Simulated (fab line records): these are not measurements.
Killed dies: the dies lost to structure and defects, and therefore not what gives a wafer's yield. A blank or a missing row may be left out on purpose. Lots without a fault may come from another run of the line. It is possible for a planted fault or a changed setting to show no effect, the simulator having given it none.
The same fault as seen by 2 desks	flow sky130	only its own numbers are on each desk; what lay behind them is given at the end

## AT THE METROLOGY DESK
Lot by lot, what the gauges showed, no matter which tool ran the lot: averages of those sampled wafers that carry a number. The brackets show how far a lot's mean lies from the usual mean; more than 4 standard deviations puts the lot out of limits, marked OUT.
Columns: A = SONOS_TUNNEL_OVL at SKY_SONOS_TUNNEL_OVL_MEAS_08, usual 1.2 nm; B = POLY_GATE_TW at SKY_RES_PROTECT_TW_MEAS_08, usual 4033
lot	first seen here	A	B
L585	day 12 08:22	0.3	4011
L586	day 12 09:26	1.7	4040
L587	day 12 18:37	0.8	4029
L588	day 12 19:43	0.8	4048
L590	day 13 21:19	0.1	3961
L591	day 13 23:09	1.2	4049
L592	day 14 08:01	2.5	4072
L593	day 14 18:16	2.1	4030
L596	day 15 13:32	1.9	3985
L597	day 15 23:02	0.2	4056
L603	day 17 23:13	3.6	4056
L605	day 18 17:46	1.6	4032
This desk's verdict: no lot among the 12 shows anything out of limits.

## TOOL OWNER'S DESK, rieDiel-02
The tool's own readings at SKY_POLY_GATE_ETCH_16 (etches Si3N4 in CH3F/O2, stops on poly-Si, time 147.5 s, target depth 75 nm): means of the sampled wafers that have a number, for each lot that ran on this tool. The brackets show how far a lot's mean lies from the usual mean; more than 4 standard deviations puts the lot out of limits, marked OUT.
Columns: A = drypumpMotorCurrentA at SKY_POLY_GATE_ETCH_16, usual 5.8 A; B = oesProductAu at SKY_POLY_GATE_ETCH_16, usual 0.640 a.u.; C = throttleValvePct at SKY_POLY_GATE_ETCH_16, usual 10.536 %
lot	first seen here	A	B	C
L588	day 17 19:38	5.8	0.638	10.542
L587	day 17 21:19	5.7	0.641	10.535
L591	day 19 11:59	6.0	0.638	10.531
L592	day 20 02:12	5.7	0.638	10.538
L596	day 21 01:49	6.0	0.642	10.536
L597	day 21 18:12	5.8	0.642	10.534
This desk's verdict: no lot among the 6 shows anything out of limits.

## ALL TOGETHER
From the metrology desk's view, nothing was out of limits.
The tool owner's desk saw nothing out of limits.

## WHAT THE SIMULATOR PUT IN
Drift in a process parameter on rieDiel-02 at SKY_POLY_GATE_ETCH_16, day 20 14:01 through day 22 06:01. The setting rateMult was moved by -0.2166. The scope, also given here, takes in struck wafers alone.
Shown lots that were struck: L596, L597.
